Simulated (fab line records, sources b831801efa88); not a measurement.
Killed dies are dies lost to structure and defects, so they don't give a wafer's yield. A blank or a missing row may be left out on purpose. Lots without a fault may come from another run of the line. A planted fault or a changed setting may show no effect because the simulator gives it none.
Which tool did it? | flow sky130 | 11 lots, 33 wafers sampled, at 4 steps of a route of 708

WHAT THE GAUGES READ, wafer by wafer
SKY_LDD_P_TW_MEAS_11.
lot  | measured     | on            | LDD_P_TW
L175 | day 19 20:31 | film_metro-04 | 642 643 641
L178 | day 20 19:34 | film_metro-04 | 645 640 640
L179 | day 22 00:22 | film_metro-04 | 634 638 635
L180 | day 22 01:50 | film_metro-04 | 634 635 635
L181 | day 22 07:19 | film_metro-03 | 628 628 628
L182 | day 22 12:26 | film_metro-03 | 625 624 627
L185 | day 23 16:51 | film_metro-02 | 630 632 631
L193 | day 26 08:50 | film_metro-02 | 597 601 597
L194 | day 26 12:45 | film_metro-02 | 641 639 646
L195 | day 26 18:43 | film_metro-03 | 588 587 587
L196 | day 27 00:07 | film_metro-03 | 631 629 627

WHICH TOOL RAN EACH LOT (tool, then ch and the chambers of the sampled wafers, then the start)
lot  | SKY_VT_ADJUST_NCORE_STRIP_10         | SKY_VT_ADJUST_PCH_STRIP_09           | SKY_LDD_P_IMPLANT_09
L175 | plasma_asher-01 ch 0,1, day 9 02:42  | plasma_asher-03 ch 0,1, day 10 23:08 | implanter-03 ch 0, day 19 20:16
L178 | plasma_asher-01 ch 0,1, day 10 01:41 | plasma_asher-02 ch 0,1, day 11 23:14 | implanter-03 ch 0, day 20 19:21
L179 | plasma_asher-03 ch 0,1, day 10 10:19 | plasma_asher-04 ch 0,1, day 12 08:53 | implanter-01 ch 0, day 22 00:07
L180 | plasma_asher-02 ch 0,1, day 10 16:25 | plasma_asher-03 ch 0,1, day 12 15:35 | implanter-03 ch 0, day 22 01:36
L181 | plasma_asher-02 ch 0,1, day 10 22:07 | plasma_asher-04 ch 0,1, day 12 21:59 | implanter-03 ch 0, day 22 07:05
L182 | plasma_asher-02 ch 0,1, day 11 03:17 | plasma_asher-03 ch 0,1, day 13 03:37 | implanter-01 ch 0, day 22 12:13
L185 | plasma_asher-03 ch 1, day 12 04:45   | plasma_asher-04 ch 1, day 14 07:17   | implanter-01 ch 0, day 23 16:36
L193 | plasma_asher-03 ch 0,1, day 14 13:24 | plasma_asher-04 ch 0,1, day 16 20:09 | implanter-01 ch 0, day 26 08:36
L194 | plasma_asher-03 ch 0,1, day 14 17:45 | plasma_asher-03 ch 1, day 17 00:53   | implanter-02 ch 0, day 26 12:30
L195 | plasma_asher-02 ch 0,1, day 15 01:39 | plasma_asher-02 ch 0,1, day 17 09:59 | implanter-01 ch 0, day 26 18:28
L196 | plasma_asher-01 ch 0,1, day 15 07:27 | plasma_asher-02 ch 0,1, day 17 14:59 | implanter-03 ch 0, day 26 23:52
- SKY_VT_ADJUST_NCORE_STRIP_10: strips in O2/N2.
- SKY_VT_ADJUST_PCH_STRIP_09: strips in O2/N2.
- SKY_LDD_P_IMPLANT_09

THE ANSWER, worked out from the rows above alone
Rule: what is usual is taken from the lots themselves. Put in order of their means at a reading, lots are off if they are a third of the lots or fewer, leave a main group of 4 or more, and stand apart from it by a gap of 3 or more times the standard deviation of the main group's means; of several such gaps the widest counts. A main group whose means are all the same, to the digits that the tables above print for the reading, isn't used. A lot without any number at a reading at which 4 lots or more have one is off too. The other lots that the step has rows for count as sound.
Off: L193, L195, at SKY_LDD_P_TW_MEAS_11 (LDD_P_TW). The main group: mean 634, standard deviation 6.1.
A tool fits if, at a process step before that reading, it ran every lot that is off, and no sound lot after the first of them. The gauges at SKY_LDD_P_TW_MEAS_11 are tried like those tools. One fits: implanter-01 at SKY_LDD_P_IMPLANT_09. Its last sound lot is L185 (day 23 16:36), its first lot that is off L193 (day 26 08:36): a fault that began between those two fits.

WHAT THE SIMULATOR HAD PUT IN
Process parameter drift: implanter-01, from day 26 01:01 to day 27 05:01, at SKY_LDD_P_IMPLANT_09. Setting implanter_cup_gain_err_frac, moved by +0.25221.
Lots struck among those shown: L193, L195. The rule above found the same.
